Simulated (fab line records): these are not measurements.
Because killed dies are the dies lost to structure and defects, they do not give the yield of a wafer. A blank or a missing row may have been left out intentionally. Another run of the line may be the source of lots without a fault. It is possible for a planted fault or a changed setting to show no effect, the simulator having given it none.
fab line records -- flow gf180mcu
record: lots: 11, wafers: 33, lastDay: 34
route steps=602 shown NWELL@52 POLY_GATE@157 HV_LDD@213
lots with no fault: from the same line, run without faults
startH: hours from the record's first day to the start of the lot's first wafer shown -- waitH: time in hours since the lot's previous step -- " the same as in the row above -- L1.1+2: a row that stands for several wafers -- - no value, or no start was given -- * or withheld: withheld -- < > ~ a bound
route shown NAME@n: names a module that has steps shown in the file, with the first one's number in the route -- usual: average and standard deviation across the fault-free wafers -- same: alike in all rows -- chamber/n: place in a boat -- sites: readings site by site -- _std_site: standard deviation of those values -- _edge_site: outer sites' mean less inner sites' -- radiusMm: how far each site lies from the wafer's centre -- mask NAME#n: copy n -- behind: the last tool/chamber to shape the wafer -- hold: why the lot went on hold/how many hours it stayed there/how the hold came to an end -- device: whichever transistor did not switch (one of n, p or np) -- end of line: the route-end tests of the same wafers -- a step given without rows: its recipe and nothing more -- killed: not the wafer's yield, but the dies lost to structure and defects at the first sort -- map: dies across one wafer; x = killed, . = not, _ = none there
set.NAME: the run value of the setting; set.NAME@STEP: its run value at that earlier step -- model.NAME: the simulator's own value behind a step, which no gauge read
the route's steps for a sample of lots (tables are steps, rows are wafers)
services: from which hour (startH, from the record's first day; less than 0 if before it) a tool's chamber was out of use, for how many hours, and why
== steps ==
step: GF_NWELL_STRIP_10
recipe: chemistry: O2/N2, powerW: 1400, pressureMtorr: 1500, platenTempC: 250, o2FlowSccm: 3000, n2FlowSccm: 300, overashFraction: 0.5
usual: drypumpMotorCurrentA: 5.9/0.55, heaterPowerW: 349/28, oesProductAu: 0.722/0.0054, stripTimeToEndpointS: 36.99/0.11
lot.wafer,tool,chamber,startH,waitH,drypumpMotorCurrentA,heaterPowerW,oesProductAu,rfHoursCounterH,stripTimeToEndpointS
L408.1,plasmaAsher-03,1,73.37,0.1,6.7,367,0.721,27,36.98
L408.2,plasmaAsher-03,0,73.37,0.1,6.3,345,0.719,27,37.09
L408.6,plasmaAsher-03,0,73.37,0.1,6.3,360,0.725,-,37.11
L409.2,plasmaAsher-03,1,76.37,0.1,6.7,380,0.727,28,37.00
L409.3,plasmaAsher-03,0,76.37,0.1,6.3,353,0.722,-,37.07
L409.6,plasmaAsher-03,1,76.37,0.1,6.7,364,0.727,-,36.96
L412.2,plasmaAsher-01,0,92.86,0.1,5.6,340,0.719,45,37.02
L412.4,plasmaAsher-01,1,92.86,0.1,5.2,358,0.720,-,37.05
L412.6,plasmaAsher-01,1,92.86,0.1,5.2,364,0.709,-,36.97
L414.1,plasmaAsher-01,0,106.11,0.1,5.5,336,0.725,46,37.08
L414.4,plasmaAsher-01,1,106.11,0.1,5.2,352,0.719,-,37.07
L414.5,plasmaAsher-01,1,106.11,0.1,5.2,360,0.723,-,37.05
L415.4,plasmaAsher-03,0,110.40,0.1,6.3,367,0.723,-,37.01
L415.5,plasmaAsher-03,1,110.40,0.1,6.7,364,0.731,-,36.99
L415.6,plasmaAsher-03,0,110.40,0.1,6.3,357,0.719,-,37.00
L416.1,plasmaAsher-04,1,116.91,0.1,5.3,292,0.723,50,37.03
L416.4,plasmaAsher-04,1,116.91,0.1,5.3,291,0.714,-,37.03
L416.5,plasmaAsher-04,0,116.91,0.1,6.0,363,0.724,-,37.01
L421.3,plasmaAsher-01,1,142.29,0.1,5.2,378,0.718,-,36.92
L421.5,plasmaAsher-01,1,142.29,0.1,5.2,378,0.726,-,36.89
L421.6,plasmaAsher-01,0,142.29,0.1,5.5,316,0.720,-,36.79
L422.1,plasmaAsher-01,1,147.47,0.1,5.2,392,0.719,3,37.22
L422.4,plasmaAsher-01,0,147.47,0.1,5.5,311,0.733,-,36.97
L422.5,plasmaAsher-01,0,147.47,0.1,5.6,315,0.727,-,37.10
L425.3,plasmaAsher-04,1,164.85,0.1,5.3,294,0.720,-,37.01
L425.4,plasmaAsher-04,0,164.85,0.1,6.0,368,0.705,-,37.10
L425.5,plasmaAsher-04,1,164.85,0.1,5.3,288,0.722,-,36.89
L426.1,plasmaAsher-03,1,169.11,0.1,6.7,381,0.721,37,36.94
L426.5,plasmaAsher-03,0,169.11,0.1,6.3,343,0.722,-,36.92
L426.6,plasmaAsher-03,1,169.11,0.1,6.7,381,0.719,-,37.05
L428.2,plasmaAsher-04,0,179.42,0.1,6.1,363,0.727,57,37.14
L428.4,plasmaAsher-04,1,179.42,0.1,5.3,294,0.725,-,37.18
L428.5,plasmaAsher-04,0,179.42,0.1,6.0,377,0.729,-,37.05
step: GF_POLY_GATE_CVD_00
recipe: material: poly-Si, targetThkNm: 200, tempC: 620, timeS: 1200, pressureMtorr: 200
usual: spikeTcBottomC: 642.7/2, spikeTcTopC: 640.8/2.6, zonePowerCentrePct: 9.4/0.79, zonePowerUpperPct: 8.4/1.2
lot.wafer,tool,chamber,startH,waitH,spikeTcBottomC,spikeTcTopC,zonePowerCentrePct,zonePowerUpperPct
L408.1,lpcvd-01,1,198.59,0.5,643.5,637.5,8.4,7.0
L408.2,lpcvd-01,1,198.59,0.5,645.0,637.8,8.4,7.0
L408.6,lpcvd-01,1,198.59,0.5,644.0,639.9,8.5,6.9
L409.2,lpcvd-02,0,201.45,0.0,640.6,641.4,10.5,8.3
L409.3,lpcvd-02,0,201.45,0.0,643.8,640.4,10.4,8.4
L409.6,lpcvd-02,0,201.45,0.0,641.7,641.9,10.6,8.3
L412.2,lpcvd-01,1,225.69,0.0,646.3,636.9,8.4,6.9
L412.4,lpcvd-01,1,225.69,0.0,644.0,636.9,8.4,6.9
L412.6,lpcvd-01,1,225.69,0.0,645.5,638.5,8.4,6.9
L414.1,lpcvd-02,1,244.26,0.0,642.2,643.5,9.5,8.8
L414.4,lpcvd-02,1,244.26,0.0,642.1,645.0,9.6,8.8
L414.5,lpcvd-02,1,244.26,0.0,643.0,644.8,9.4,8.8
L415.4,lpcvd-01,0,249.37,0.0,638.6,638.9,9.0,10.6
L415.5,lpcvd-01,0,249.37,0.0,639.3,639.6,9.0,10.7
L415.6,lpcvd-01,0,249.37,0.0,640.6,637.3,8.9,10.6
L416.1,lpcvd-01,0,255.97,0.0,639.1,638.1,9.1,10.5
L416.4,lpcvd-01,0,255.97,0.0,640.2,638.8,9.0,10.6
L416.5,lpcvd-01,0,255.97,0.0,641.5,641.0,9.0,10.7
L421.3,lpcvd-01,1,290.82,0.0,645.6,640.8,8.4,7.0
L421.5,lpcvd-01,1,290.82,0.0,645.5,637.9,8.5,6.9
L421.6,lpcvd-01,1,290.82,0.0,646.1,637.3,8.6,6.9
L422.1,lpcvd-01,1,295.44,0.0,646.6,638.9,8.4,6.9
L422.4,lpcvd-01,1,295.44,0.0,646.3,638.0,8.5,6.8
L422.5,lpcvd-01,1,295.44,0.0,644.3,638.3,8.4,6.8
L425.3,lpcvd-02,1,318.45,0.3,643.1,643.9,9.4,9.0
L425.4,lpcvd-02,1,318.45,0.3,644.8,642.6,9.4,8.8
L425.5,lpcvd-02,1,318.45,0.3,641.6,643.0,9.5,8.9
L426.1,lpcvd-02,1,322.00,0.0,642.3,645.4,9.7,8.9
L426.5,lpcvd-02,1,322.00,0.0,642.2,643.8,9.6,8.8
L426.6,lpcvd-02,1,322.00,0.0,641.8,644.0,9.6,8.9
L428.2,lpcvd-02,1,338.96,0.5,642.2,643.8,9.7,8.7
L428.4,lpcvd-02,1,338.96,0.5,641.9,644.3,9.6,9.0
L428.5,lpcvd-02,1,338.96,0.5,641.4,643.6,9.5,8.7
step: GF_POLY_GATE_THK_MEAS_01
recipe: reads: poly-Si_of_POLY_GATE_CVD_00
usual: POLY_GATE_CVD_00_THK: 199.9/2
lot.wafer,tool,chamber,startH,waitH,POLY_GATE_CVD_00_THK[nm]
L408.1,filmMetro-02,-,199.93,0.0,199.1
L408.2,filmMetro-02,-,199.93,0.0,198.7
L408.6,filmMetro-02,-,199.93,0.0,199.3
L409.2,filmMetro-01,-,202.80,0.0,200.9
L409.3,filmMetro-01,-,202.80,0.0,200.9
L409.6,filmMetro-01,-,202.80,0.0,202.8
L412.2,filmMetro-01,-,227.03,0.0,199.6
L412.4,filmMetro-01,-,227.03,0.0,201.0
L412.6,filmMetro-01,-,227.03,0.0,200.6
L414.1,filmMetro-04,-,246.26,0.0,203.8
L414.4,filmMetro-04,-,246.26,0.0,202.2
L414.5,filmMetro-04,-,246.26,0.0,204.1
L415.4,filmMetro-04,-,250.74,0.0,198.6
L415.5,filmMetro-04,-,250.74,0.0,197.6
L415.6,filmMetro-04,-,250.74,0.0,197.1
L416.1,filmMetro-04,-,257.31,0.0,197.8
L416.4,filmMetro-04,-,257.31,0.0,196.5
L416.5,filmMetro-04,-,257.31,0.0,197.5
L421.3,filmMetro-04,-,292.17,0.0,144.1
L421.5,filmMetro-04,-,292.17,0.0,145.1
L421.6,filmMetro-04,-,292.17,0.0,144.6
L422.1,filmMetro-04,-,296.77,0.0,141.8
L422.4,filmMetro-04,-,296.77,0.0,143.9
L422.5,filmMetro-04,-,296.77,0.0,142.4
L425.3,filmMetro-01,-,319.80,0.0,200.7
L425.4,filmMetro-01,-,319.80,0.0,199.1
L425.5,filmMetro-01,-,319.80,0.0,199.9
L426.1,filmMetro-02,-,323.33,0.0,197.3
L426.5,filmMetro-02,-,323.33,0.0,200.4
L426.6,filmMetro-02,-,323.33,0.0,199.8
L428.2,filmMetro-02,-,340.30,0.0,199.8
L428.4,filmMetro-02,-,340.30,0.0,201.3
L428.5,filmMetro-02,-,340.30,0.0,199.4
step: GF_POLY_GATE_ETCH_13
recipe: target: poly-Si, targetDepthNm: 198.5, stopOn: SiO2, overEtchFrac: 0.403, chemistry: HBr/Cl2, icpW: 400, biasW: 100, pressureMtorr: 10, HBr_flow_sccm: 150, Cl2_flow_sccm: 50, timeS: 69.6
usual: drypumpMotorCurrentA: 5.7/0.48, oesProductAu: 0.987/0.0073, throttleValvePct: 33.685/0.0086
lot.wafer,tool,chamber,startH,waitH,drypumpMotorCurrentA,oesProductAu,rfHoursCounterH,throttleValvePct
L408.1,rieSi-02,1,218.33,-,5.5,0.995,97,33.694
L408.2,rieSi-02,2,218.33,-,5.8,0.972,12,33.671
L408.6,rieSi-02,1,218.33,-,5.5,0.994,-,33.700
L409.2,rieSi-01,0,220.39,-,5.2,0.999,2,33.693
L409.3,rieSi-01,3,220.39,-,5.9,0.993,114,33.688
L409.6,rieSi-01,0,220.39,-,5.2,0.989,-,33.683
L412.2,rieSi-01,2,245.84,-,6.1,0.992,4,33.679
L412.4,rieSi-01,0,245.84,-,5.2,0.980,-,33.688
L412.6,rieSi-01,2,245.84,-,6.1,0.986,-,33.673
L414.1,rieSi-01,1,264.33,-,6.8,0.991,108,33.682
L414.4,rieSi-01,3,264.33,-,5.9,0.992,0,33.674
L414.5,rieSi-01,3,264.33,-,5.9,0.997,-,33.667
L415.4,rieSi-01,1,270.73,-,6.7,0.996,108,33.679
L415.5,rieSi-01,2,270.73,-,6.1,0.988,-,33.680
L415.6,rieSi-01,1,270.73,-,6.8,0.988,-,33.686
L416.1,rieSi-01,2,276.59,-,6.1,0.988,5,33.683
L416.4,rieSi-01,3,276.59,-,5.9,0.983,-,33.688
L416.5,rieSi-01,0,276.59,-,5.2,0.991,-,33.699
L421.3,rieSi-01,0,312.67,-,5.2,0.803,3,33.682
L421.5,rieSi-01,0,312.67,-,5.2,0.800,-,33.688
L421.6,rieSi-01,3,312.67,-,5.9,0.806,-,33.672
L422.1,rieSi-01,0,316.78,-,5.2,0.787,3,33.696
L422.4,rieSi-01,1,316.78,-,6.8,0.807,0,33.685
L422.5,rieSi-01,2,316.78,-,6.1,0.781,-,33.694
L425.3,rieSi-02,0,340.38,-,5.7,0.984,8,33.688
L425.4,rieSi-02,3,340.38,-,5.1,0.990,-,33.697
L425.5,rieSi-02,0,340.38,-,5.7,0.997,-,33.687
L426.1,rieSi-02,2,345.02,-,5.8,0.971,14,33.698
L426.5,rieSi-02,3,345.02,-,5.1,0.987,-,33.676
L426.6,rieSi-02,0,345.02,-,5.6,0.992,-,33.689
L428.2,rieSi-02,0,362.27,-,5.7,1.000,9,33.683
L428.4,rieSi-02,3,362.27,-,5.1,0.989,-,33.678
L428.5,rieSi-02,2,362.27,-,5.8,0.976,-,33.687
step: GF_POLY_GATE_STRIP_14
recipe: chemistry: O2/N2, powerW: 1400, pressureMtorr: 1500, platenTempC: 250, o2FlowSccm: 3000, n2FlowSccm: 300, overashFraction: 0.5
usual: drypumpMotorCurrentA: 5.8/0.43, heaterPowerW: 359/36, oesProductAu: 0.505/0.0049
lot.wafer,tool,chamber,startH,waitH,drypumpMotorCurrentA,heaterPowerW,oesProductAu,rfHoursCounterH
L408.1,plasmaAsher-02,1,218.38,0.0,5.5,399,0.509,51
L408.2,plasmaAsher-02,0,218.38,0.0,5.6,334,0.500,51
L408.6,plasmaAsher-02,1,218.38,0.0,5.5,396,0.505,-
L409.2,plasmaAsher-03,1,220.44,0.0,6.7,367,0.507,42
L409.3,plasmaAsher-03,0,220.44,0.0,6.3,346,0.502,-
L409.6,plasmaAsher-03,1,220.44,0.0,6.7,374,0.502,-
L412.2,plasmaAsher-02,0,245.89,0.0,5.6,331,0.505,54
L412.4,plasmaAsher-02,1,245.89,0.0,5.5,403,0.505,-
L412.6,plasmaAsher-02,1,245.89,0.0,5.5,405,0.501,-
L414.1,plasmaAsher-04,1,264.38,0.0,5.3,291,0.512,67
L414.4,plasmaAsher-04,1,264.38,0.0,5.3,295,0.507,-
L414.5,plasmaAsher-04,1,264.38,0.0,5.3,293,0.508,-
L415.4,plasmaAsher-04,0,270.81,0.1,6.1,373,0.509,-
L415.5,plasmaAsher-04,0,270.81,0.1,6.0,365,0.507,-
L415.6,plasmaAsher-04,1,270.81,0.1,5.3,297,0.504,-
L416.1,plasmaAsher-02,0,276.64,0.0,5.6,336,0.504,58
L416.4,plasmaAsher-02,0,276.64,0.0,5.7,333,0.502,-
L416.5,plasmaAsher-02,0,276.64,0.0,5.6,334,0.503,-
L421.3,plasmaAsher-03,1,312.76,0.1,6.7,373,0.506,-
L421.5,plasmaAsher-03,1,312.76,0.1,6.7,376,0.504,-
L421.6,plasmaAsher-03,0,312.76,0.1,6.3,357,0.502,-
L422.1,plasmaAsher-03,0,316.83,0.0,6.3,349,0.509,53
L422.4,plasmaAsher-03,1,316.83,0.0,6.7,381,0.499,-
L422.5,plasmaAsher-03,1,316.83,0.0,6.7,382,0.494,-
L425.3,plasmaAsher-02,0,340.47,0.1,5.6,328,0.504,-
L425.4,plasmaAsher-02,1,340.47,0.1,5.6,414,0.504,-
L425.5,plasmaAsher-02,0,340.47,0.1,5.6,337,0.503,-
L426.1,plasmaAsher-03,0,345.08,0.0,6.3,353,0.499,56
L426.5,plasmaAsher-03,0,345.08,0.0,6.3,346,0.496,-
L426.6,plasmaAsher-03,1,345.08,0.0,6.7,382,0.495,-
L428.2,plasmaAsher-04,1,362.33,0.0,5.3,290,0.501,77
L428.4,plasmaAsher-04,0,362.33,0.0,6.1,373,0.500,-
L428.5,plasmaAsher-04,1,362.33,0.0,5.3,290,0.497,-
step: GF_HV_LDD_STRIP_37
recipe: chemistry: O2/N2, powerW: 1400, pressureMtorr: 1500, platenTempC: 250, o2FlowSccm: 3000, n2FlowSccm: 300, overashFraction: 0.5
usual: drypumpMotorCurrentA: 5.55/0.25, heaterPowerW: 352/39, oesProductAu: 0.715/0.0039, stripTimeToEndpointS: 12.64/0.037
lot.wafer,tool,chamber,startH,waitH,drypumpMotorCurrentA,heaterPowerW,oesProductAu,rfHoursCounterH,stripTimeToEndpointS
L408.1,plasmaAsher-01,1,276.04,0.1,5.22,384,0.711,14,12.61
L408.2,plasmaAsher-01,0,276.04,0.1,5.56,325,0.716,14,12.56
L408.6,plasmaAsher-01,1,276.04,0.1,5.22,375,0.712,-,12.59
L409.2,plasmaAsher-02,1,281.19,0.2,5.57,410,0.720,59,12.64
L409.3,plasmaAsher-02,0,281.19,0.2,5.64,334,0.722,-,12.61
L409.6,plasmaAsher-02,0,281.19,0.2,5.65,334,0.712,-,12.63
L412.2,plasmaAsher-01,1,308.03,0.1,5.22,381,0.717,17,12.65
L412.4,plasmaAsher-01,0,308.03,0.1,5.56,322,0.717,-,12.70
L412.6,plasmaAsher-01,1,308.03,0.1,5.23,378,0.719,-,12.68
L414.1,plasmaAsher-01,1,327.39,0.1,5.20,385,0.716,19,12.56
L414.4,plasmaAsher-01,1,327.39,0.1,5.22,371,0.718,-,12.59
L414.5,plasmaAsher-01,0,327.39,0.1,5.58,316,0.714,-,12.61
L415.4,plasmaAsher-01,1,333.37,0.1,5.21,379,0.714,-,12.69
L415.5,plasmaAsher-01,1,333.37,0.1,5.22,375,0.709,-,12.66
L415.6,plasmaAsher-01,0,333.37,0.1,5.50,326,0.718,-,12.64
L416.1,plasmaAsher-04,1,340.99,0.1,5.32,294,0.719,75,12.64
L416.4,plasmaAsher-04,0,340.99,0.1,6.03,373,0.717,-,12.63
L416.5,plasmaAsher-04,1,340.99,0.1,5.31,291,0.711,-,12.60
L421.3,plasmaAsher-01,0,380.33,0.1,5.57,327,0.718,-,12.67
L421.5,plasmaAsher-01,1,380.33,0.1,5.24,372,0.713,-,12.67
L421.6,plasmaAsher-01,0,380.33,0.1,5.60,315,0.712,-,12.63
L422.1,plasmaAsher-04,0,385.52,0.1,6.06,368,0.717,79,12.59
L422.4,plasmaAsher-04,1,385.52,0.1,5.30,290,0.714,-,12.62
L422.5,plasmaAsher-04,0,385.52,0.1,6.04,382,0.720,-,12.62
L425.3,plasmaAsher-04,0,411.17,0.1,6.04,357,0.717,-,12.64
L425.4,plasmaAsher-04,1,411.17,0.1,5.32,289,0.723,-,12.65
L425.5,plasmaAsher-04,1,411.17,0.1,5.32,301,0.708,-,12.68
L426.1,plasmaAsher-04,0,415.94,0.1,6.03,363,0.710,83,12.61
L426.5,plasmaAsher-04,0,415.94,0.1,6.04,369,0.709,-,12.63
L426.6,plasmaAsher-04,1,415.94,0.1,5.31,290,0.717,-,12.63
L428.2,plasmaAsher-01,1,434.69,0.1,5.23,374,0.714,30,12.65
L428.4,plasmaAsher-01,0,434.69,0.1,5.50,317,0.716,-,12.64
L428.5,plasmaAsher-01,0,434.69,0.1,5.47,311,0.715,-,12.61
== services ==
tool,chamber,startH,hours,kind
plasmaAsher-02,-,57.78,24.8,repair
rieSi-01,-,66.29,28.1,pm
plasmaAsher-01,-,108.75,9.0,pm
rieSi-02,3,119.39,2.4,repair
lpcvd-02,-,120.59,0.3,repair
rieSi-02,-,123.22,2.8,pm
lpcvd-02,-,133.18,4.3,repair
rieSi-02,0,153.47,6.2,repair
lpcvd-01,-,186.25,0.6,repair
plasmaAsher-04,-,196.78,0.9,repair
plasmaAsher-01,-,244.51,28.1,pm
plasmaAsher-02,-,246.14,0.7,repair
lpcvd-02,-,257.41,4.3,repair
plasmaAsher-03,-,291.89,1.6,repair
lpcvd-01,-,312.52,5.6,repair
rieSi-01,2,320.96,5.1,repair
plasmaAsher-04,-,327.30,4.3,pm
rieSi-01,2,340.18,2.5,repair
rieSi-01,-,356.20,0.4,repair
rieSi-01,2,376.46,1.2,repair
plasmaAsher-01,-,378.44,1.5,repair
lpcvd-01,-,409.25,0.8,pm
plasmaAsher-02,-,421.25,9.0,pm
plasmaAsher-04,-,434.64,5.0,repair
== key ==
firstSign: step: GF_POLY_GATE_THK_MEAS_01, reading: POLY_GATE_CVD_00_THK, direction: down, sigmas: 28, usual: 199.9, struck: 143.6
effect: step: GF_POLY_GATE_ETCH_13, reading: oesProductAu, direction: down, sigmas: 26, usual: 0.987, struck: 0.797
metAt GF_POLY_GATE_CVD_00
struckLots L421,L422
struckWafers L421.3,L421.5,L421.6,L422.1,L422.4,L422.5
testerLeftOut L421,L422
notActingAt GF_NWELL_STRIP_10,GF_POLY_GATE_STRIP_14,GF_HV_LDD_STRIP_37
onsetBetween 225.69 290.82
fault: kind: processParameterDrift, tool: lpcvd-01, chamber: 1, onsetH: 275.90, steps: GF_POLY_GATE_CVD_00, channel: targetThkNm, offset: -56.13, shape: step, endH: 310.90, actsIn: theseRecipesOnly, stated: 200
testerLeftOut: of these lots the tester's yield and bins aren't shown, on N5 and GAA mostly nor the transistor test; their killed dies are dies lost to structure and defects alone, not to doping, threshold or leakage, so they don't give the yield
